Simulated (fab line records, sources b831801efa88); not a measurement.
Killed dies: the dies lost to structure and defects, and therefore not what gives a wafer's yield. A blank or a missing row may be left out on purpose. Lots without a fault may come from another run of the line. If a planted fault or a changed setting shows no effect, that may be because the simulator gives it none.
2 desks, one fault -- flow gf180mcu -- what lay behind the numbers comes last; until then each desk has only its own

== FROM THE METROLOGY DESK ==
Means of the sampled wafers that have a number, per lot and without regard to the tool the lot ran on: this is what the gauges read. Marked OUT: a lot whose mean sits more than 4 standard deviations from the usual mean, which makes it out of limits; the brackets give that distance.
Columns: A = V3_W_RS at GF_V3_RS_MEAS_24, usual 0.326 ohm/sq; B = V3_W_THK at GF_V3_THK_MEAS_25, usual 354 nm
lot,first seen here,A,B
L896,day 22 20:50,0.328,353
L897,day 23 12:56,0.325,359
L904,day 26 01:18,0.329,351
L907,day 26 21:28,0.328,344
L910,day 27 22:59,0.315,369
L911,day 28 11:24,0.330,352
L915,day 29 14:01,0.305 (-4.7) OUT,381 (+4.5) OUT
L913,day 29 14:11,0.321,356
L916,day 29 14:14,0.312,373
L914,day 29 14:44,0.326,356
L918,day 30 09:16,0.328,357
Per this desk, out of limits: L915; the first was L915, day 29 14:01 (V3_W_RS at GF_V3_RS_MEAS_24). L896, L897, L904, L907, L910, L911, L913, L916, L914, L918 stayed within limits.

== TOOL OWNER'S DESK, cvd w-01 ==
The tool's own readings at GF_V3_CVD_23 (deposits W, target thk 350 nm, time 104.9 s): means of the sampled wafers that have a number, for each lot that ran on this tool. Marked OUT: a lot whose mean sits more than 4 standard deviations from the usual mean, which makes it out of limits; the brackets give that distance.
Columns: A = heater power w at GF_V3_CVD_23, usual 851 W; B = susceptor temp C at GF_V3_CVD_23, usual 400.01 C
lot,first seen here,A,B
L897,day 23 12:44,820,399.97
L904,day 26 01:11,828,400.02
L910,day 27 22:52,851,402.05 (+10) OUT
L915,day 29 13:54,862,404.11 (+21) OUT
L916,day 29 14:06,844,401.96 (+9.8) OUT
Finding of this desk: L910, L915, L916 out of limits; the first was L910 at day 27 22:52, on susceptor temp C at GF_V3_CVD_23. L897, L904 stayed within limits.

== PUT TOGETHER ==
At day 27 22:52, on L910, L915, L916, the tool owner's desk was in a position to raise an alarm.
At day 29 14:01 the metrology desk could have sounded an alarm, on L915.
The metrology desk has L910, L916 on record, within its limits.
Of the lots named, all ran GF_V3_CVD_23 on cvd w-01.

== WHAT WAS PUT IN BY THE SIMULATOR ==
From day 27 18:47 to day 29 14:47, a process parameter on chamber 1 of cvd w-01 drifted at GF_V3_CVD_23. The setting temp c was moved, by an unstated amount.
Lots struck among those shown: L910, L915, L916.
Time in hours from fault onset to the first out-of-limits reading at each desk: tool owner's desk 4, metrology desk 43.
